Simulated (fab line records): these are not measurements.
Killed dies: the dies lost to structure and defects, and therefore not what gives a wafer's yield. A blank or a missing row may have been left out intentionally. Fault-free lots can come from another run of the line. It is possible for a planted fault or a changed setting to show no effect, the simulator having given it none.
Which of the tools did it? / flow gf180mcu / Sampling: 7 lots, 21 wafers, 3 of 602 route steps

## WHAT THE GAUGES SHOWED, per wafer
GF_CONTACT_THK_MEAS_26: measures by xrf.
lot=L664; measured=day 16 17:59; on=film_metro-02; CONTACT_W_THK (nm)=306 310 309
lot=L666; measured=day 17 13:06; on=film_metro-02; CONTACT_W_THK (nm)=304 309 309
lot=L668; measured=day 17 20:29; on=film_metro-02; CONTACT_W_THK (nm)=313 306 308
lot=L670; measured=day 18 16:34; on=film_metro-02; CONTACT_W_THK (nm)=305 301 301
lot=L673; measured=day 20 04:32; on=film_metro-02; CONTACT_W_THK (nm)=301 301 305
lot=L681; measured=day 22 15:02; on=film_metro-04; CONTACT_W_THK (nm)=306 302 302
lot=L686; measured=day 24 08:04; on=film_metro-01; CONTACT_W_THK (nm)=297 296 296

## WHAT TOOL EACH LOT RAN ON (gives the tool, then ch and the chambers of the sampled wafers, and finally the start)
lot=L664; GF_DNWELL_IMPLANT_07=implanter-04 ch 0, day 3 02:57; GF_CONTACT_CVD_24=cvd_w-01 ch 0,1, day 16 17:46
lot=L666; GF_DNWELL_IMPLANT_07=implanter-04 ch 0, day 3 15:55; GF_CONTACT_CVD_24=cvd_w-01 ch 1, day 17 12:52
lot=L668; GF_DNWELL_IMPLANT_07=implanter-02 ch 0, day 3 22:45; GF_CONTACT_CVD_24=cvd_w-01 ch 0,1, day 17 20:17
lot=L670; GF_DNWELL_IMPLANT_07=implanter-03 ch 0, day 4 07:39; GF_CONTACT_CVD_24=cvd_w-02 ch 0,1, day 18 16:20
lot=L673; GF_DNWELL_IMPLANT_07=implanter-02 ch 0, day 5 02:25; GF_CONTACT_CVD_24=cvd_w-01 ch 0,1, day 20 04:18
lot=L681; GF_DNWELL_IMPLANT_07=implanter-03 ch 0, day 6 17:11; GF_CONTACT_CVD_24=cvd_w-01 ch 0,1, day 22 14:49
lot=L686; GF_DNWELL_IMPLANT_07=implanter-04 ch 0, day 7 20:30; GF_CONTACT_CVD_24=cvd_w-02 ch 0,1, day 24 07:51
- GF_DNWELL_IMPLANT_07
- GF_CONTACT_CVD_24: deposits W, target thk 300 nm, time 90.339 s.

## THE ANSWER, worked out from the rows above alone
Rule: the lots themselves supply what counts as usual. The widest of any qualifying gaps counts: lots, ordered by their means at a reading, are off when they make up no more than a third of the lots, leave a main group of 4 or more, and stand apart from it by 3 or more times the standard deviation of that group's means. The tables above print the reading to a certain number of digits; a main group whose means all agree to those digits is not used. A lot without any number at a reading at which 4 lots or more have one is off too. The other lots that the step has rows for count as sound.
No lot is off at any reading shown: from this, nothing can be told.

## WHAT WAS PUT IN BY THE SIMULATOR
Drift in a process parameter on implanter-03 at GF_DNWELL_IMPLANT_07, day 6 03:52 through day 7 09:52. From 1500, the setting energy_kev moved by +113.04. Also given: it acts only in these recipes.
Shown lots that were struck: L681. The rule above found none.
